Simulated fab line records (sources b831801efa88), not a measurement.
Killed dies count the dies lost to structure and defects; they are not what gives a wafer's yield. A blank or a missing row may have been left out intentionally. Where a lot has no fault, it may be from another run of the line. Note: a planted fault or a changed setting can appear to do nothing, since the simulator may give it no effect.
Check of tool commonality ; flow sky130 ; 9 lots, 36 wafers sampled

REASON IT WAS OPENED
SKY_LI_CONTACT_RS_MEAS_22, reading LI_CONTACT_W_RS: flagged on 3 of 9 lots. No-fault wafers: 0.2862 ohm/sq, standard deviation 0.003.
Rule: a lot is flagged when every wafer of it that has a number lies more than 4 standard deviations from that mean, or none has a number. As for the other lots, they are considered sound.

lot;measured;on;LI_CONTACT_W_RS (ohm/sq), wafer by wafer;flag
L325;day 30 01:16;filmMetro-02;0.2856 0.2825 0.2854;
L327;day 30 05:32;filmMetro-02;0.2510 0.2479 0.2500 0.2512 0.2480 0.2500;FLAGGED
L329;day 31 12:43;filmMetro-03;0.2469 0.2460 0.2480 0.2464 0.2462 0.2482;FLAGGED
L330;day 31 14:17;filmMetro-01;0.2510 0.2539 0.2521 0.2514 0.2541 0.2524;FLAGGED
L338;day 34 15:47;filmMetro-02;0.2921 0.2835 0.2875;
L339;day 34 19:07;filmMetro-03;0.2870 0.2888 0.2869;
L340;day 34 19:43;filmMetro-03;0.2816 0.2795 0.2840;
L343;day 36 05:02;filmMetro-02;0.2865 0.2932 0.2900;
L345;day 36 15:06;filmMetro-02;0.2875 0.2880 0.2918;
The mean of the flagged lots' numbers is 0.2497 ohm/sq, -0.0365 ohm/sq from the usual (-12 standard deviations).

TOOL THAT RAN EACH LOT
The record holds 1 process step before the reading, out of a route of 708 steps. Cell contents, in order: the tool; ch with the chambers the sampled wafers went through; the start.
lot;flag;SKY_LI_CONTACT_CVD_21
L325;;cvdW-01 ch 0,1, day 30 01:08
L327;FLAGGED;cvdW-01 ch 0,1, day 30 05:22
L329;FLAGGED;cvdW-01 ch 0,1, day 31 12:35
L330;FLAGGED;cvdW-01 ch 0,1, day 31 14:10
L338;;cvdW-01 ch 0,1, day 34 15:40
L339;;cvdW-01 ch 0,1, day 34 19:00
L340;;cvdW-01 ch 0,1, day 34 19:35
L343;;cvdW-01 ch 0,1, day 36 04:55
L345;;cvdW-01 ch 1, day 36 14:58
What the steps here do:
- SKY_LI_CONTACT_CVD_21: deposits W, target thk 400 nm, time 120.56 s.
- SKY_LI_CONTACT_RS_MEAS_22: measures by four-point-probe.

FLAGGED AGAINST TOTAL, ONE TOOL AT A TIME (gauges that did the reading follow at the end)
step;tool;lots run;flagged;share of the flagged lots;sound lots run after its first flagged lot
SKY_LI_CONTACT_CVD_21;cvdW-01;9;3;all;5 (L338,L339,L340,L343,L345)
SKY_LI_CONTACT_RS_MEAS_22;filmMetro-01;1;1;some;0
SKY_LI_CONTACT_RS_MEAS_22;filmMetro-02;5;1;some;3 (L338,L343,L345)
SKY_LI_CONTACT_RS_MEAS_22;filmMetro-03;3;1;some;2 (L339,L340)

WHAT THE TABLE PERMITS
In the table, 1 row covers all flagged lots: cvdW-01 at SKY_LI_CONTACT_CVD_21.
- cvdW-01 at SKY_LI_CONTACT_CVD_21 ran 9 lots, 3 of them flagged. Lots that were sound ran on it after the first flagged one (L338, L339, L340, L343, L345); a persistent fault on the entire tool would not allow that.
There is no row in the table that ran each flagged lot and no sound lot after the first.

WHAT HAD BEEN PUT IN BY THE SIMULATOR
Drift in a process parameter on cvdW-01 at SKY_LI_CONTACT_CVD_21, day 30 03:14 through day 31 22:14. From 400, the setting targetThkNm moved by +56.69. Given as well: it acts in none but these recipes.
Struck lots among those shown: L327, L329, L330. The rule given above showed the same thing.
